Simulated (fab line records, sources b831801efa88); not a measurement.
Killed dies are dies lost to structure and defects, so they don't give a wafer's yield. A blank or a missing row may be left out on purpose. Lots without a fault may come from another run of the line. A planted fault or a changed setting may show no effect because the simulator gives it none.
Chamber matching | flow gf180mcu | GF_V2_CVD_02 on pecvd-02: 3 sister chambers
The step deposits SiO2 from TEOS, target thk 850 nm, time 94.851 s. 6 wafers are shown with their chamber, then 8 later ones without.

WAFERS WITH THEIR CHAMBER
wafer  | chamber | heater_power_w (W)
L296.2 | 1       | 707
L298.3 | 0       | 539
L310.1 | 2       | 696
L310.2 | 0       | 566
L310.5 | 1       | 711
L313.3 | 2       | 656

WAFERS WITHOUT THEIR CHAMBER
wafer  | heater_power_w (W)
L313.4 | 580
L313.5 | 628
L314.3 | 549
L314.5 | 817
L314.6 | 624
L316.2 | 660
L316.3 | 469
L316.6 | 668

WHICH CHAMBER EACH WENT THROUGH
wafer  | from the rows above          | in truth
L313.4 | 0                            | 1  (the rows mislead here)
L313.5 | can't be placed: 2 or 0 or 1 | 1
L314.3 | 0                            | 0
L314.5 | can't be placed: 1 or 2      | 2
L314.6 | can't be placed: 2 or 0 or 1 | 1
L316.2 | can't be placed: 2 or 1      | 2
L316.3 | 0                            | 0
L316.6 | can't be placed: 2 or 1      | 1
Placed correctly: 2 of 8. Can't be placed from these rows: 5 (the true chamber is among the candidates in 5). Placed wrongly: 1.
How it was worked out, from the rows above alone: a wafer's distance from a chamber is the root of the sum, over the readings, of the square of ((its reading less the chamber's mean) divided by the reading's scatter). The wafer belongs to the nearest chamber; if the next one is less than 2 further off, it can't be placed. A chamber's mean is the mean of its shown wafers. The scatter: the root of (the sum of the squares of (reading less its chamber's mean) over the shown wafers, divided by (wafers less chambers)).
